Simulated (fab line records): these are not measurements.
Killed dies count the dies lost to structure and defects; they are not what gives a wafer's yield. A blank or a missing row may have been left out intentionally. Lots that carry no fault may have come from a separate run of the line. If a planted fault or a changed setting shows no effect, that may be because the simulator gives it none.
fab line records	flow gf180mcu
record lots=5	wafers=15	last-day=31
route steps=602 shown V3@430
lots that met no fault: taken from a fault-free run of the same line
start-h: hours from the record's first day to the start of the lot's first wafer shown	wait-h: hours since the lot's step before	" as in the row above	L1.1+2: one row covering several wafers at once	- no value, or no start was given	* or withheld: withheld	< > ~ a bound
route shown NAME@n: names a module that has steps shown in the file, with the first one's number in the route	usual: mean/standard deviation of fault-free wafers	same: alike in all rows	chamber/n: place in a boat	sites: the reading at each site	_std_site: standard deviation across them	_edge_site: the outer-site mean with the inner-site mean subtracted	radius-mm: how far each site lies from the wafer's centre	mask NAME#n: copy n	behind: the last tool/chamber to shape the wafer	hold: why the lot was held/for how many hours/how that ended	device: the transistor (n, p or np) that didn't switch	end of line: the tests these same wafers got at the end of their route	a step without rows: its recipe alone	killed: dies that structure and defects cost at the first sort, which is not the same as the wafer's yield	map: the dies of a wafer, with x for killed, . for not killed, _ for no die there
set.NAME: the setting as run; set.NAME@STEP: as run at that earlier step	model.NAME: the simulator's own value behind a step, which no gauge read
certain route steps with their lots: each step a table, each wafer a row
services: when a tool's chamber went out of use (start-h, in hours from the record's first day, below 0 if earlier), for how many hours, and the reason
## steps
# step GF_V3_THK_MEAS_01
# recipe reads=SiO2_of_V3_CVD_00
# usual V3_CVD_00_THK=595/6.7
lot.wafer	tool	chamber	start-h	wait-h	V3_CVD_00_THK[nm]
L075.2	film-metro-04	-	499.52	0.0	598
L075.3	"	-	"	"	597
L075.4	"	-	"	"	596
L077.1	film-metro-03	-	524.53	0.0	599
L077.4	"	-	"	"	601
L077.5	"	-	"	"	595
L079.2	film-metro-01	-	530.76	0.0	597
L079.5	"	-	"	"	588
L079.6	"	-	"	"	586
L080.2	film-metro-01	-	544.72	0.0	596
L080.5	"	-	"	"	596
L080.6	"	-	"	"	600
L083.1	film-metro-04	-	566.44	0.0	595
L083.5	"	-	"	"	595
L083.6	"	-	"	"	589
# step GF_V3_CVD_02
# recipe material=SiO2	target-thk-nm=850	precursor=TEOS	temp-c=400	time-s=94.851	rf-w=600
# usual heater-power-w=701/93	susceptor-temp-C=400.01/0.22
lot.wafer	tool	chamber	start-h	wait-h	heater-power-w	susceptor-temp-C
L075.2	pecvd-03	0	499.57	0.0	665	400.08
L075.3	"	2	"	"	715	399.75
L075.4	"	1	"	"	811	400.12
L077.1	pecvd-02	0	524.59	0.1	510	400.02
L077.4	"	0	"	"	560	400.04
L077.5	"	2	"	"	563	399.92
L079.2	pecvd-04	0	530.81	0.0	744	400.20
L079.5	"	0	"	"	775	400.10
L079.6	"	2	"	"	757	400.27
L080.2	pecvd-02	1	544.77	0.0	681	400.29
L080.5	"	1	"	"	594	400.13
L080.6	"	2	"	"	547	399.92
L083.1	pecvd-04	1	566.50	0.1	868	399.69
L083.5	"	1	"	"	885	399.99
L083.6	"	2	"	"	683	400.02
# step GF_V3_THK_MEAS_03
# recipe reads=SiO2_of_V3_CVD_02
# usual V3_CVD_02_THK=854/11
lot.wafer	tool	chamber	start-h	wait-h	V3_CVD_02_THK[nm]
L075.2	film-metro-01	-	499.65	0.0	846
L075.3	"	-	"	"	844
L075.4	"	-	"	"	852
L077.1	film-metro-01	-	524.66	0.0	848
L077.4	"	-	"	"	858
L077.5	"	-	"	"	859
L079.2	film-metro-04	-	530.89	0.0	847
L079.5	"	-	"	"	864
L079.6	"	-	"	"	855
L080.2	film-metro-04	-	544.89	0.1	830
L080.5	"	-	"	"	850
L080.6	"	-	"	"	862
L083.1	film-metro-03	-	566.57	0.0	855
L083.5	"	-	"	"	869
L083.6	"	-	"	"	872
# step GF_V3_CMP_04
# recipe material=SiO2	down-force-psi=4	platen-rpm=60	pad-velocity-m-s=0.94248
# usual motor-current-A=12.5/1.3	slurry-flow-ml-min=150.0/0.46	time-to-endpoint-s=84/6.5
lot.wafer	tool	chamber	start-h	wait-h	motor-current-A	slurry-flow-ml-min	time-to-endpoint-s
L075.2	cmp-01	1	499.70	0.0	10.6	151.0	72
L075.4	"	2	"	"	13.0	149.7	85
L075.3	"	0	"	"	11.3	149.8	75
L077.1	cmp-01	0	524.72	0.1	11.9	149.6	75
L077.4	"	1	"	"	11.7	149.7	79
L077.5	"	1	"	"	11.6	149.5	81
L079.2	cmp-01	1	530.94	0.0	11.2	149.0	74
L079.5	"	1	"	"	11.6	149.6	81
L079.6	"	2	"	"	13.4	150.7	88
L080.2	cmp-01	0	545.04	0.1	11.9	150.1	68
L080.5	"	2	"	"	13.1	150.8	87
L080.6	"	3	"	"	11.5	149.8	84
L083.1	cmp-01	2	566.73	0.1	13.5	149.2	83
L083.5	"	0	"	"	12.0	150.7	80
L083.6	"	1	"	"	11.4	150.3	82
# step GF_V3_BOW_MEAS_05
# recipe mode=bow
# usual V3_BOW=117/8.9
lot.wafer	tool	chamber	start-h	wait-h	V3_BOW[um]
L075.2	film-metro-01	-	500.02	0.3	113
L075.3	"	-	"	"	115
L075.4	"	-	"	"	108
L077.1	film-metro-03	-	525.02	0.2	119
L077.4	"	-	"	"	123
L077.5	"	-	"	"	126
L079.2	film-metro-01	-	531.26	0.3	119
L079.5	"	-	"	"	119
L079.6	"	-	"	"	111
L080.2	film-metro-03	-	545.26	0.2	121
L080.5	"	-	"	"	122
L080.6	"	-	"	"	115
L083.1	film-metro-03	-	566.93	0.1	107
L083.5	"	-	"	"	109
L083.6	"	-	"	"	98
# step GF_V3_DEHYDRATE_06
# recipe temp-c=200	time-s=60
lot.wafer	tool	chamber	start-h	wait-h
L075.2+3+4	litho-track-01	0	511.15	11.1
L077.1+4+5	litho-track-01	0	535.68	10.6
L079.2+5+6	litho-track-03	0	541.87	10.6
L080.2+5+6	litho-track-01	0	555.90	10.6
L083.1+5+6	litho-track-01	0	577.08	10.1
# step GF_V3_HMDS_07
# recipe prime-time-s=60	prime-temp-c=120
lot.wafer	tool	chamber	start-h	wait-h
L075.2+3+4	litho-track-01	0	511.30	0.1
L077.1+4+5	litho-track-01	0	535.83	0.1
L079.2+5+6	litho-track-03	0	542.02	0.1
L080.2+5+6	litho-track-01	0	556.05	0.1
L083.1+5+6	litho-track-01	0	577.23	0.1
# step GF_V3_COAT_08
# recipe resist=BARC	temp-c=withheld	time-s=withheld	spin-rpm=withheld	resist-thk-nm=withheld
lot.wafer	tool	chamber	start-h	wait-h
L075.2+3+4	litho-track-01	0	511.45	0.1
L077.1+4+5	litho-track-01	0	535.98	0.1
L079.2+5+6	litho-track-03	0	542.17	0.1
L080.2+5+6	litho-track-01	0	556.20	0.1
L083.1+5+6	litho-track-01	0	577.38	0.1
# step GF_V3_COAT_09
# recipe resist=KrF	spin-rpm=withheld	resist-thk-nm=1000
lot.wafer	tool	chamber	start-h	wait-h
L075.2+3+4	litho-track-01	0	-	-
L077.1+4+5	litho-track-01	0	-	-
L079.2+5+6	litho-track-03	0	-	-
L080.2+5+6	litho-track-01	0	-	-
L083.1+5+6	litho-track-01	0	-	-
# step GF_V3_SOFTBAKE_10
# recipe temp-c=130	time-s=60	resist=KrF
lot.wafer	tool	chamber	start-h	wait-h
L075.2+3+4	litho-track-01	0	-	-
L077.1+4+5	litho-track-01	0	-	-
L079.2+5+6	litho-track-03	0	-	-
L080.2+5+6	litho-track-01	0	-	-
L083.1+5+6	litho-track-01	0	-	-
# step GF_V3_EXPOSE_11
# recipe mask-id=Via3	target-cd-nm=260	na=0.68	source-shape=conventional	sigma-outer=0.6	dose-mj=38
# usual reticle-temp-C=23.01/0.11
lot.wafer	tool	chamber	start-h	wait-h	mask	reticle-temp-C
L075.2	krf-scanner-01	0	-	-	Via3#0	22.99
L075.3	"	0	"	"	Via3#0	23.06
L075.4	"	0	"	"	Via3#0	22.99
L077.1	krf-scanner-02	0	-	-	Via3#0	22.79
L077.4	"	0	"	"	Via3#0	22.96
L077.5	"	0	"	"	Via3#0	22.96
L079.2	krf-scanner-01	0	-	-	Via3#0	23.09
L079.5	"	0	"	"	Via3#0	22.98
L079.6	"	0	"	"	Via3#0	22.87
L080.2	krf-scanner-02	0	-	-	Via3#0	23.00
L080.5	"	0	"	"	Via3#0	23.17
L080.6	"	0	"	"	Via3#0	23.15
L083.1	krf-scanner-01	0	-	-	Via3#0	23.25
L083.5	"	0	"	"	Via3#0	23.38
L083.6	"	0	"	"	Via3#0	23.13
# step GF_V3_PEB_12
# recipe peb-temp-c=135	peb-time-s=90	resist=KrF
lot.wafer	tool	chamber	start-h	wait-h
L075.2+3+4	litho-track-03	0	-	-
L077.1+4+5	litho-track-01	0	-	-
L079.2+5+6	litho-track-03	0	-	-
L080.2+5+6	litho-track-01	0	-	-
L083.1+5+6	litho-track-03	0	-	-
# step GF_V3_DEVELOP_13
# recipe develop-time-s=60	resist=KrF	dev-temp-c=21
lot.wafer	tool	chamber	start-h	wait-h
L075.2+3+4	litho-track-03	0	523.17	0.2
L077.1+4+5	litho-track-01	0	547.38	0.2
L079.2+5+6	litho-track-03	0	553.37	0.2
L080.2+5+6	litho-track-01	0	567.20	0.2
L083.1+5+6	litho-track-03	0	587.94	0.2
# step GF_V3_CD_MEAS_14
# recipe target-cd-nm=260
# usual cd-nm=260.3/1.4
lot.wafer	tool	chamber	start-h	wait-h	cd-nm
L075.2	cd-sem-01	-	523.31	0.1	260.6
L075.3	"	-	"	"	260.1
L075.4	"	-	"	"	261.0
L077.1	cd-sem-01	-	547.53	0.1	256.0
L077.4	"	-	"	"	256.7
L077.5	"	-	"	"	257.2
L079.2	cd-sem-02	-	553.51	0.1	262.8
L079.5	"	-	"	"	261.6
L079.6	"	-	"	"	262.5
L080.2	cd-sem-01	-	567.35	0.1	260.5
L080.5	"	-	"	"	259.8
L080.6	"	-	"	"	259.9
L083.1	cd-sem-02	-	588.10	0.1	261.8
L083.5	"	-	"	"	261.8
L083.6	"	-	"	"	261.0
# step GF_V3_OVL_MEAS_15
# usual V3_OVL=1/6.1
lot.wafer	tool	chamber	start-h	wait-h	V3_OVL[nm]
L075.2	overlay-01	-	523.42	0.1	-1
L075.3	"	-	"	"	10
L075.4	"	-	"	"	3
L077.1	overlay-01	-	547.65	0.1	-6
L077.4	"	-	"	"	-1
L077.5	"	-	"	"	-13
L079.2	overlay-02	-	553.62	0.1	3
L079.5	"	-	"	"	6
L079.6	"	-	"	"	0
L080.2	overlay-02	-	567.45	0.1	6
L080.5	"	-	"	"	6
L080.6	"	-	"	"	9
L083.1	overlay-01	-	588.22	0.1	2
L083.5	"	-	"	"	5
L083.6	"	-	"	"	5
# step GF_V3_ETCH_16
# recipe chemistry=N2/H2	target-depth-a=withheld	overetch-a=withheld	time-s=withheld	target=BARC	ion-energy-ev=200	source-w=500	bias-w=100	pressure-mtorr=30	n2-flow-sccm=100	h2-flow-sccm=200
# usual drypump-motor-current-A=5.70/0.23	oes-product-au=0.854/0.0049	throttle-valve-pct=13.225/0.008
lot.wafer	tool	chamber	start-h	wait-h	drypump-motor-current-A	oes-product-au	throttle-valve-pct
L075.2	rie-diel-02	3	523.45	0.0	5.58	0.848	13.225
L075.3	"	1	"	"	5.54	0.862	13.217
L075.4	"	2	"	"	5.98	0.864	13.213
L077.1	rie-diel-02	0	547.68	0.0	5.51	0.853	13.231
L077.4	"	2	"	"	6.02	0.846	13.232
L077.5	"	0	"	"	5.52	0.849	13.232
L079.2	rie-diel-02	0	553.65	0.0	5.54	0.854	13.222
L079.5	"	3	"	"	5.56	0.858	13.228
L079.6	"	0	"	"	5.50	0.856	13.222
L080.2	rie-diel-04	3	567.48	0.0	5.73	0.855	13.225
L080.5	"	2	"	"	5.63	0.856	13.221
L080.6	"	1	"	"	5.05	0.855	13.219
L083.1	rie-diel-02	1	588.25	0.0	5.51	0.847	13.218
L083.5	"	3	"	"	5.58	0.851	13.231
L083.6	"	2	"	"	6.02	0.853	13.226
# step GF_V3_ETCH_17
# recipe chemistry=C4F8/O2/Ar	mask-material=KrF	target=SiO2	stop-on=TiN	source-w=1500	bias-w=1200	pressure-mtorr=40	c4f8-flow-sccm=withheld	O2_flow_sccm=6	Ar_flow_sccm=300	time-s=withheld	target-depth-a=6350
# usual oes-product-au=0.856/0.0054
lot.wafer	tool	chamber	start-h	wait-h	oes-product-au
L075.2	rie-diel-02	3	-	-	0.855
L075.3	"	1	"	"	0.857
L075.4	"	2	"	"	0.853
L077.1	rie-diel-02	0	-	-	0.860
L077.4	"	2	"	"	0.857
L077.5	"	0	"	"	0.844
L079.2	rie-diel-02	0	-	-	0.857
L079.5	"	3	"	"	0.863
L079.6	"	0	"	"	0.860
L080.2	rie-diel-04	3	-	-	0.858
L080.5	"	2	"	"	0.850
L080.6	"	1	"	"	0.852
L083.1	rie-diel-02	1	-	-	0.861
L083.5	"	3	"	"	0.849
L083.6	"	2	"	"	0.850
# step GF_V3_STRIP_18
# recipe chemistry=O2/N2	power-w=1400	pressure-mtorr=1500	platen-temp-c=250	o2-flow-sccm=3000	n2-flow-sccm=300	overash-fraction=0.5
# usual drypump-motor-current-A=5.8/0.35	heater-power-w=310/32	oes-product-au=0.593/0.0052
# same overash-fraction=0.5
lot.wafer	tool	chamber	start-h	wait-h	drypump-motor-current-A	heater-power-w	oes-product-au	rf-hours-counter-h
L075.2	plasma-asher-01	0	523.58	-	5.8	333	0.596	87
L075.3	"	1	"	"	6.4	277	0.584	-
L075.4	"	0	"	"	5.8	327	0.593	-
L077.1	plasma-asher-04	0	547.87	-	5.9	315	0.591	45
L077.4	"	1	"	"	5.4	264	0.582	-
L077.5	"	0	"	"	5.9	319	0.594	-
L079.2	plasma-asher-01	0	553.78	-	5.8	333	0.605	91
L079.5	"	0	"	"	5.8	334	0.592	-
L079.6	"	1	"	"	6.4	286	0.596	-
L080.2	plasma-asher-04	0	567.61	-	5.8	320	0.594	48
L080.5	"	0	"	"	5.8	322	0.598	-
L080.6	"	1	"	"	5.4	267	0.602	-
L083.1	plasma-asher-01	0	588.38	-	5.8	328	0.595	96
L083.5	"	1	"	"	6.4	280	0.595	-
L083.6	"	0	"	"	5.8	340	0.582	-
# step GF_V3_STRIP_19
# recipe chemistry=post-etch-residue-remover	time-s=1200	temp-c=72.5
lot.wafer	tool	chamber	start-h	wait-h
L075.2+3+4	wet-bench-03	1	523.68	0.1
L077.1+4+5	wet-bench-03	0	547.97	0.1
L079.2+5+6	wet-bench-03	0	553.88	0.1
L080.2+5+6	wet-bench-03	2	567.71	0.1
L083.1+5+6	wet-bench-01	2	588.48	0.1
# step GF_V3_CLEAN_20
# recipe chemistry=DIW	dry=n2-spin
lot.wafer	tool	chamber	start-h	wait-h
L075.2+3+4	wet-bench-02	2	524.02	0.0
L077.1+4+5	wet-bench-02	0	548.32	0.0
L079.2+5+6	wet-bench-01	1	554.22	0.0
L080.2+5+6	wet-bench-01	1	568.05	0.0
L083.1+5+6	wet-bench-02	1	588.82	0.0
# step GF_V3_SPUTTER_21
# recipe material=Ti	target-thk-nm=15	chamber-pressure-pa=5	power-w=2500	substrate-temp-c=200	time-s=80.02
# usual throttle-valve-pct=30.0/0.75
lot.wafer	tool	chamber	start-h	wait-h	throttle-valve-pct
L075.2	pvd-sputter-03	-	524.11	0.0	30.3
L075.3	"	-	"	"	29.6
L075.4	"	-	"	"	30.1
L077.1	pvd-sputter-03	-	548.41	0.0	30.1
L077.4	"	-	"	"	30.5
L077.5	"	-	"	"	29.1
L079.2	pvd-sputter-04	-	554.31	0.0	30.0
L079.5	"	-	"	"	30.2
L079.6	"	-	"	"	28.9
L080.2	pvd-sputter-04	-	568.14	0.0	30.8
L080.5	"	-	"	"	30.6
L080.6	"	-	"	"	28.7
L083.1	pvd-sputter-01	-	588.91	0.0	30.4
L083.5	"	-	"	"	29.1
L083.6	"	-	"	"	29.9
# step GF_V3_SPUTTER_22
# recipe material=TiN	target-thk-nm=10	chamber-pressure-pa=5	power-w=4000	time-s=40
# usual throttle-valve-pct=30.0/0.73
lot.wafer	tool	chamber	start-h	wait-h	throttle-valve-pct
L075.2	pvd-sputter-03	-	524.17	0.0	30.1
L075.3	"	-	"	"	29.3
L075.4	"	-	"	"	30.6
L077.1	pvd-sputter-03	-	548.47	0.0	30.4
L077.4	"	-	"	"	30.2
L077.5	"	-	"	"	29.6
L079.2	pvd-sputter-04	-	554.37	0.0	29.9
L079.5	"	-	"	"	30.3
L079.6	"	-	"	"	29.1
L080.2	pvd-sputter-04	-	568.20	0.0	30.9
L080.5	"	-	"	"	30.2
L080.6	"	-	"	"	28.8
L083.1	pvd-sputter-01	-	588.97	0.0	30.4
L083.5	"	-	"	"	29.4
L083.6	"	-	"	"	29.6
# step GF_V3_CVD_23
# recipe material=W	target-thk-nm=350	time-s=104.9	temp-c=400	pressure-torr=40
# usual heater-power-w=812/18	susceptor-temp-C=400.01/0.2
lot.wafer	tool	chamber	start-h	wait-h	heater-power-w	susceptor-temp-C
L075.2	cvd-w-02	0	524.21	0.0	794	399.92
L075.3	"	1	"	"	806	400.23
L075.4	"	0	"	"	808	399.97
L077.1	cvd-w-02	0	548.51	0.0	791	399.93
L077.4	"	0	"	"	785	399.59
L077.5	"	0	"	"	805	399.94
L079.2	cvd-w-02	1	554.41	0.0	792	399.83
L079.5	"	0	"	"	778	400.23
L079.6	"	1	"	"	797	400.00
L080.2	cvd-w-02	1	568.24	0.0	788	400.15
L080.5	"	0	"	"	783	399.96
L080.6	"	1	"	"	817	399.82
L083.1	cvd-w-01	0	589.01	0.0	811	399.67
L083.5	"	1	"	"	817	400.28
L083.6	"	0	"	"	819	399.30
# step GF_V3_RS_MEAS_24
# recipe thk-meas-gauge=four-point-probe	reads=W_of_V3_CVD_23+TiN_of_V3_SPUTTER_22+Ti_of_V3_SPUTTER_21
# usual V3_W_RS=0.327/0.0037
lot.wafer	tool	chamber	start-h	wait-h	V3_W_RS[ohm/sq]
L075.2	film-metro-01	-	524.34	0.1	0.328
L075.3	"	-	"	"	0.328
L075.4	"	-	"	"	0.324
L077.1	film-metro-03	-	548.62	0.1	0.328
L077.4	"	-	"	"	0.327
L077.5	"	-	"	"	0.324
L079.2	film-metro-01	-	554.54	0.1	0.326
L079.5	"	-	"	"	0.319
L079.6	"	-	"	"	0.326
L080.2	film-metro-03	-	568.38	0.1	0.331
L080.5	"	-	"	"	0.327
L080.6	"	-	"	"	0.331
L083.1	film-metro-04	-	589.13	0.1	0.326
L083.5	"	-	"	"	0.321
L083.6	"	-	"	"	0.326
# step GF_V3_THK_MEAS_25
# recipe thk-meas-gauge=xrf	reads=W_of_V3_CVD_23
# usual V3_W_THK=360/5.7
lot.wafer	tool	chamber	start-h	wait-h	V3_W_THK[nm]
L075.2	film-metro-01	-	524.45	0.1	361
L075.3	"	-	"	"	360
L075.4	"	-	"	"	364
L077.1	film-metro-03	-	548.74	0.1	366
L077.4	"	-	"	"	367
L077.5	"	-	"	"	372
L079.2	film-metro-01	-	554.65	0.1	355
L079.5	"	-	"	"	365
L079.6	"	-	"	"	358
L080.2	film-metro-03	-	568.49	0.1	363
L080.5	"	-	"	"	367
L080.6	"	-	"	"	360
L083.1	film-metro-04	-	589.25	0.1	352
L083.5	"	-	"	"	361
L083.6	"	-	"	"	351
# step GF_V3_CMP_26
# recipe stop-on=SiO2	down-force-psi=3.5	platen-rpm=60	t-overpolish-s=15	target-thk-nm=0	pad-velocity-m-s=0.94248
# usual motor-current-A=11.5/1.2	overpolish-run-s=15.000/0.0091	slurry-flow-ml-min=150.0/0.41	time-to-endpoint-s=87/5.9
lot.wafer	tool	chamber	start-h	wait-h	motor-current-A	overpolish-run-s	slurry-flow-ml-min	time-to-endpoint-s
L075.4	cmp-02	1	524.50	0.0	13.9	15.016	149.5	84
L075.3	"	3	"	"	12.5	14.998	149.7	83
L075.2	"	0	"	"	12.5	15.009	150.5	89
L077.1	cmp-02	0	548.80	0.1	12.2	14.996	150.3	94
L077.4	"	2	"	"	9.9	15.005	149.8	87
L077.5	"	1	"	"	13.4	15.019	149.6	87
L079.2	cmp-01	1	554.75	0.1	10.1	15.003	150.3	79
L079.6	"	0	"	"	10.1	15.024	149.8	82
L079.5	"	1	"	"	10.4	14.994	150.3	80
L080.2	cmp-01	1	568.54	0.0	9.2	14.995	150.1	78
L080.6	"	1	"	"	9.8	15.003	149.7	77
L080.5	"	2	"	"	11.7	15.000	150.0	87
L083.1	cmp-01	3	589.41	0.1	10.6	14.985	150.3	85
L083.6	"	1	"	"	10.4	15.007	149.9	88
L083.5	"	2	"	"	12.8	15.000	149.9	97
## services
tool	chamber	start-h	hours	kind
krf-scanner-02	-	477.19	0.6	repair
krf-scanner-01	-	479.63	0.9	repair
cmp-02	-	481.50	7.1	pm
pecvd-04	2	482.26	4.5	repair
krf-scanner-01	-	483.41	0.8	pm
rie-diel-04	0	483.45	9.7	repair
krf-scanner-01	-	489.64	1.3	pm
krf-scanner-02	-	489.87	0.8	repair
krf-scanner-02	-	496.93	0.8	repair
wet-bench-02	-	512.04	10.2	repair
pecvd-04	-	512.85	0.8	repair
pvd-sputter-03	-	515.11	2.0	repair
krf-scanner-02	-	515.31	0.8	pm
pecvd-04	-	516.35	1.5	repair
krf-scanner-02	-	522.26	1.0	pm
cmp-01	-	526.26	4.3	pm
pvd-sputter-01	-	533.81	3.8	repair
krf-scanner-01	-	541.37	1.0	pm
pecvd-02	0	541.45	20.2	repair
rie-diel-02	3	546.75	2.1	repair
rie-diel-02	1	547.44	15.3	repair
pvd-sputter-04	-	548.52	0.6	repair
pvd-sputter-04	-	583.50	3.4	repair
krf-scanner-01	-	588.30	11.6	pm
## key
fault none
